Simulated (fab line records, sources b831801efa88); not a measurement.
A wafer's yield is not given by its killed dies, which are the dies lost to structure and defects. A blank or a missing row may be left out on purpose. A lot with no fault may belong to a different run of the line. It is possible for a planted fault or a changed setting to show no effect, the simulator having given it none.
fab line records | flow sky130
record lots=12 wafers=36 lastDay=50
route steps=708 shown PWDE@84 POLY_GATE@224 CONTACT@420 METAL3@535 PAD_OPEN@708
lots that met no fault: from a run of the same line without faults
startH: start of the lot's first displayed wafer, in hours after the record's first day | waitH: hours since the lot's step before | " unchanged from the row above | L1.1+2: several wafers, shown together as one row | - value missing, or start not given | * or withheld: withheld | < > ~ a bound
route shown NAME@n: a module of which the file shows steps, and the number in the route of the first | usual: mean and standard deviation over wafers with no fault | same: alike in all rows | chamber/n: place in a boat | sites: the reading at each site | _std_site: how widely they spread, as a standard deviation | _edge_site: mean of outer sites minus mean of inner sites | radiusMm: for every site, how far away it sits from the centre of the wafer | mask NAME#n: copy n | behind: the last tool/chamber to shape the wafer | hold: reason for holding the lot/hours on hold/outcome of the hold | device: the n, p or np transistor that did not switch | end of line: tests run on the same wafers once the route is complete | a step with no rows: only its recipe | killed: dies lost to structure and defects at the first sort, not the wafer's yield | map: dies across one wafer; x = killed, . = not, _ = none there
set.NAME: the run value of the setting; set.NAME@STEP: its run value at that earlier step | model.NAME: the simulator's own value behind a step, which no gauge read
steps of the route over a sample of lots; a table a step, a row a wafer
services: a tool's chamber out of use, with start hour (startH, from the record's first day; less than 0 if before it), hours out, and reason
## steps
# step SKY_NWELL_RS_MEAS_31
# recipe thkMeasGauge=four-point-probe
# usual PWDE_RS=5272/18
# columns lot.wafer tool chamber startH waitH PWDE_RS[ohm/sq]
L384.1 filmMetro-01 - 102.76 0.1 5297
L384.5 " - " " 5292
L384.6 " - " " 5286
L385.1 filmMetro-01 - 106.59 0.1 5285
L385.2 " - " " 5253
L385.4 " - " " 5260
L386.2 filmMetro-03 - 115.88 0.1 5291
L386.4 " - " " 5291
L386.6 " - " " 5290
L387.1 filmMetro-01 - 122.26 0.1 5257
L387.4 " - " " 5288
L387.6 " - " " 5284
L388.2 filmMetro-01 - 128.96 0.1 5275
L388.3 " - " " 5276
L388.6 " - " " 5263
L389.1 filmMetro-02 - 137.68 0.1 5256
L389.2 " - " " 5278
L389.6 " - " " 5267
L391.1 filmMetro-03 - 148.81 0.1 5294
L391.2 " - " " 5248
L391.5 " - " " 5245
L394.1 filmMetro-03 - 164.60 0.1 5293
L394.4 " - " " 5264
L394.6 " - " " 5265
L399.2 filmMetro-02 - 191.98 0.1 5303
L399.3 " - " " 5282
L399.5 " - " " 5293
L402.1 filmMetro-02 - 210.38 0.1 5283
L402.3 " - " " 5304
L402.4 " - " " 5296
L404.1 filmMetro-01 - 225.94 0.1 5267
L404.3 " - " " 5288
L404.6 " - " " 5272
L405.1 filmMetro-02 - 233.39 0.1 5285
L405.4 " - " " 5272
L405.5 " - " " 5295
# step SKY_POLY_GATE_EXPOSE_10
# recipe maskId=P1M na=0.68 sourceShape=conventional sigmaOuter=0.6 targetCdNm=150 doseMj=28
# usual exposureDoseMJCm2=27.96/0.032 reticleTempC=22.99/0.11
# same sigmaOuter=0.6
# columns lot.wafer tool chamber startH waitH mask exposureDoseMJCm2 reticleTempC
L384.1 krfScanner-02 0 349.04 - P1M#0 28.00 23.02
L384.5 " 0 " " P1M#0 28.06 23.22
L384.6 " 0 " " P1M#0 28.02 22.94
L385.1 krfScanner-02 0 360.64 - P1M#0 27.94 22.93
L385.2 " 0 " " P1M#0 27.92 22.91
L385.4 " 0 " " P1M#0 27.95 23.05
L386.2 krfScanner-02 0 372.31 - P1M#0 27.96 22.97
L386.4 " 0 " " P1M#0 27.94 23.13
L386.6 " 0 " " P1M#0 28.00 23.11
L387.1 krfScanner-02 0 379.35 - P1M#0 27.97 23.06
L387.4 " 0 " " P1M#0 28.00 22.92
L387.6 " 0 " " P1M#0 27.98 22.99
L388.2 krfScanner-02 0 391.34 - P1M#0 27.99 23.09
L388.3 " 0 " " P1M#0 27.97 23.22
L388.6 " 0 " " P1M#0 27.98 23.08
L389.1 krfScanner-01 0 406.13 - P1M#0 27.95 22.99
L389.2 " 0 " " P1M#0 27.93 22.85
L389.6 " 0 " " P1M#0 27.92 23.03
L391.1 krfScanner-01 0 423.22 - P1M#0 27.94 22.95
L391.2 " 0 " " P1M#0 27.94 23.07
L391.5 " 0 " " P1M#0 27.96 23.24
L394.1 krfScanner-02 0 444.32 - P1M#0 27.94 22.99
L394.4 " 0 " " P1M#0 27.93 22.78
L394.6 " 0 " " P1M#0 27.95 22.93
L399.2 krfScanner-01 0 483.24 - P1M#0 27.94 22.97
L399.3 " 0 " " P1M#0 27.97 22.92
L399.5 " 0 " " P1M#0 27.96 22.91
L402.1 krfScanner-02 0 514.42 - P1M#0 26.89 23.07
L402.3 " 0 " " P1M#0 26.91 23.00
L402.4 " 0 " " P1M#0 26.90 23.21
L404.1 krfScanner-02 0 531.20 - P1M#0 27.07 23.03
L404.3 " 0 " " P1M#0 27.09 23.01
L404.6 " 0 " " P1M#0 27.05 23.03
L405.1 krfScanner-01 0 542.52 - P1M#0 27.98 23.08
L405.4 " 0 " " P1M#0 27.97 23.02
L405.5 " 0 " " P1M#0 27.98 23.09
# step SKY_POLY_GATE_CD_MEAS_13
# recipe targetCdNm=150
# usual cdNm=150.1/1.3
# columns lot.wafer tool chamber startH waitH cdNm
L384.1 cdSem-01 - 363.34 - 150.8
L384.5 " - " " 150.6
L384.6 " - " " 150.5
L385.1 cdSem-01 - 375.49 - 149.6
L385.2 " - " " 149.6
L385.4 " - " " 150.7
L386.2 cdSem-01 - 386.51 - 150.6
L386.4 " - " " 151.1
L386.6 " - " " 150.7
L387.1 cdSem-02 - 394.69 - 149.9
L387.4 " - " " 149.7
L387.6 " - " " 151.2
L388.2 cdSem-02 - 405.84 - 149.7
L388.3 " - " " 149.9
L388.6 " - " " 149.5
L389.1 cdSem-01 - 420.10 - 149.9
L389.2 " - " " 148.5
L389.6 " - " " 150.5
L391.1 cdSem-01 - 438.62 - 149.3
L391.2 " - " " 149.9
L391.5 " - " " 150.0
L394.1 cdSem-02 - 460.42 - 148.1
L394.4 " - " " 150.0
L394.6 " - " " 148.7
L399.2 cdSem-02 - 498.61 - 150.6
L399.3 " - " " 150.4
L399.5 " - " " 150.3
L402.1 cdSem-01 - 529.24 - 156.4
L402.3 " - " " 155.7
L402.4 " - " " 157.4
L404.1 cdSem-01 - 545.90 - 154.7
L404.3 " - " " 154.7
L404.6 " - " " 154.0
L405.1 cdSem-01 - 557.16 - 152.5
L405.4 " - " " 152.6
L405.5 " - " " 153.0
# step SKY_POLY_GATE_CD_MEAS_22
# usual cdNm=149.7/2
# columns lot.wafer tool chamber startH waitH cdNm
L384.1 cdSem-02 - 365.65 0.1 151.0
L384.5 " - " " 151.6
L384.6 " - " " 150.3
L385.1 cdSem-01 - 377.94 0.1 148.7
L385.2 " - " " 151.9
L385.4 " - " " 150.2
L386.2 cdSem-02 - 389.24 0.1 151.5
L386.4 " - " " 151.8
L386.6 " - " " 149.2
L387.1 cdSem-02 - 398.56 0.1 147.8
L387.4 " - " " 150.1
L387.6 " - " " 150.2
L388.2 cdSem-01 - 409.53 0.1 148.2
L388.3 " - " " 150.4
L388.6 " - " " 149.3
L389.1 cdSem-01 - 423.95 0.1 148.8
L389.2 " - " " 149.8
L389.6 " - " " 151.4
L391.1 cdSem-02 - 440.48 0.1 147.9
L391.2 " - " " 151.0
L391.5 " - " " 149.2
L394.1 cdSem-02 - 462.93 0.1 145.8
L394.4 " - " " 150.3
L394.6 " - " " 147.2
L399.2 cdSem-02 - 501.21 0.1 150.1
L399.3 " - " " 148.3
L399.5 " - " " 149.4
L402.1 cdSem-02 - 531.09 0.1 159.2
L402.3 " - " " 154.2
L402.4 " - " " 155.7
L404.1 cdSem-01 - 547.84 0.1 154.6
L404.3 " - " " 153.9
L404.6 " - " " 151.9
L405.1 cdSem-01 - 559.02 0.1 152.8
L405.4 " - " " 154.4
L405.5 " - " " 153.3
# step SKY_CONTACT_CD_MEAS_14
# recipe targetCdNm=170
# usual cdNm=169.8/1.4
# columns lot.wafer tool chamber startH waitH cdNm
L384.1 cdSem-01 - 728.52 - 167.3
L384.5 " - " " 167.8
L384.6 " - " " 167.9
L385.1 cdSem-01 - 738.64 - 171.0
L385.2 " - " " 169.8
L385.4 " - " " 169.8
L386.2 cdSem-01 - 749.64 - 168.0
L386.4 " - " " 167.3
L386.6 " - " " 167.6
L387.1 cdSem-02 - 758.34 - 168.2
L387.4 " - " " 170.5
L387.6 " - " " 170.7
L388.2 cdSem-02 - 768.19 - 169.7
L388.3 " - " " 169.8
L388.6 " - " " 169.7
L389.1 cdSem-01 - 783.12 - 169.4
L389.2 " - " " 170.9
L389.6 " - " " 170.2
L391.1 cdSem-01 - 797.69 - 169.6
L391.2 " - " " 171.0
L391.5 " - " " 170.2
L394.1 cdSem-01 - 814.84 - 170.5
L394.4 " - " " 171.0
L394.6 " - " " 170.8
L399.2 cdSem-02 - 844.84 - 169.0
L399.3 " - " " 167.8
L399.5 " - " " 169.5
L402.1 cdSem-02 - 872.79 - 168.8
L402.3 " - " " 169.3
L402.4 " - " " 168.9
L404.1 cdSem-02 - 888.74 - 170.0
L404.3 " - " " 171.1
L404.6 " - " " 169.2
L405.1 cdSem-01 - 897.44 - 171.9
L405.4 " - " " 172.6
L405.5 " - " " 170.9
# step SKY_METAL3_SPUTTER_03
# recipe material=Ti targetThkNm=5 powerW=3000 timeS=3.3 chamberPressurePa=0.4
# usual throttleValvePct=29.9/1
# columns lot.wafer tool chamber startH waitH throttleValvePct
L384.1 pvdSputter-04 - 844.63 0.0 28.9
L384.5 " - " " 29.6
L384.6 " - " " 31.9
L385.1 pvdSputter-03 - 852.90 0.0 30.0
L385.2 " - " " 29.3
L385.4 " - " " 30.1
L386.2 pvdSputter-02 - 863.89 0.0 29.7
L386.4 " - " " 29.0
L386.6 " - " " 29.3
L387.1 pvdSputter-03 - 872.23 0.0 29.8
L387.4 " - " " 29.5
L387.6 " - " " 29.2
L388.2 pvdSputter-04 - 880.95 0.0 29.0
L388.3 " - " " 29.5
L388.6 " - " " 29.2
L389.1 pvdSputter-03 - 894.55 0.0 29.0
L389.2 " - " " 30.0
L389.6 " - " " 29.1
L391.1 pvdSputter-02 - 909.33 0.0 30.5
L391.2 " - " " 30.0
L391.5 " - " " 28.8
L394.1 pvdSputter-03 - 924.82 0.0 30.1
L394.4 " - " " 29.8
L394.6 " - " " 29.7
L399.2 pvdSputter-03 - 953.46 0.0 29.3
L399.3 " - " " 29.9
L399.5 " - " " 29.7
L402.1 pvdSputter-04 - 979.55 0.0 31.5
L402.3 " - " " 32.4
L402.4 " - " " 29.1
L404.1 pvdSputter-03 - 993.72 0.0 29.9
L404.3 " - " " 29.7
L404.6 " - " " 29.0
L405.1 pvdSputter-04 - 1002.16 0.0 31.4
L405.4 " - " " 29.7
L405.5 " - " " 32.7
# step SKY_PAD_OPEN_PROBE_99
# usual killed_at_M0_to_M3=43/6.5 killed_at_M4_up=3.2/1.8 killedAtContacts=24/5.2 killedAtFrontEnd=15/4 killedAtOther=0.4/0.69 killedDies=86/8.7 killedOpen=47/7 killedShort=39/5.7
# same grossDies=492 killedAtBackSide=0
# columns lot.wafer tool chamber startH waitH killed_at_M0_to_M3 killed_at_M4_up killedAtContacts killedAtFrontEnd killedAtOther killedDies killedOpen killedShort
L404.1 prober-02 - 1184.51 0.1 45 5 22 20 1 93 49 44
# killed by level:class
L404.1 VIA1:geometricParticle:open=12 METAL2:geometricParticle:short=8 CONTACT:geometricParticle:open=7 VIA3:geometricParticle:open=7 LI_CONTACT:geometricParticle:open=6 LOCAL_INTERCONNECT:geometricParticle:short=5 FIELD_ISO:geometricParticle:open=4 CONTACT:geometricParticle:short=4
## services
# columns tool chamber startH hours kind
pvdSputter-03 - 361.07 2.7 repair
krfScanner-02 - 375.84 1.7 repair
krfScanner-02 - 413.60 0.8 pm
krfScanner-02 - 424.20 1.3 pm
krfScanner-02 - 427.14 0.8 repair
pvdSputter-03 - 472.61 9.7 repair
krfScanner-02 - 490.96 1.0 pm
krfScanner-02 - 500.85 2.3 repair
krfScanner-02 - 509.80 0.1 repair
krfScanner-02 - 541.11 1.3 repair
krfScanner-02 - 582.40 0.8 pm
krfScanner-02 - 600.10 1.3 pm
krfScanner-02 - 659.96 1.0 pm
krfScanner-02 - 751.20 0.8 pm
krfScanner-02 - 763.93 4.4 pm
krfScanner-02 - 776.00 1.3 pm
krfScanner-02 - 828.96 1.0 pm
krfScanner-02 - 920.00 0.8 pm
krfScanner-02 - 926.55 11.6 repair
krfScanner-02 - 951.90 1.3 pm
krfScanner-02 - 957.29 0.9 repair
krfScanner-02 - 975.27 3.6 pm
krfScanner-02 - 978.82 4.0 pm
krfScanner-02 - 997.96 1.0 pm
## key
firstSign step=SKY_POLY_GATE_EXPOSE_10 reading=exposureDoseMJCm2 direction=down sigmas=31 usual=* struck=*
effect step=SKY_POLY_GATE_CD_MEAS_13 reading=cdNm direction=up sigmas=4.2 usual=150.1 struck=155.5 through=controlLoop
effect step=SKY_POLY_GATE_CD_MEAS_22 reading=cdNm direction=up sigmas=2.6 usual=149.7 struck=154.9 through=controlLoop
metAt SKY_POLY_GATE_EXPOSE_10
struckLots L402,L404
testerLeftOut L402,L404
loopTrim step=SKY_POLY_GATE_EXPOSE_10 setting=dose lots=L404
notActingAt SKY_NWELL_RS_MEAS_31,SKY_CONTACT_CD_MEAS_14,SKY_METAL3_SPUTTER_03
onsetBetween 444.32 514.42
fault kind=processParameterDrift tool=krfScanner-02 chamber=- onsetH=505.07 steps=SKY_POLY_GATE_EXPOSE_10 channel=doseMj offset=-1.0866 shape=step actsIn=theseRecipesOnly stated=28
# testerLeftOut: of these lots the tester's yield and bins aren't shown, on N5 and GAA mostly nor the transistor test; their killed dies are dies lost to structure and defects alone, not to doping, threshold or leakage, so they don't give the yield
# loopTrim: a control loop set the setting to another value than it would have without faults
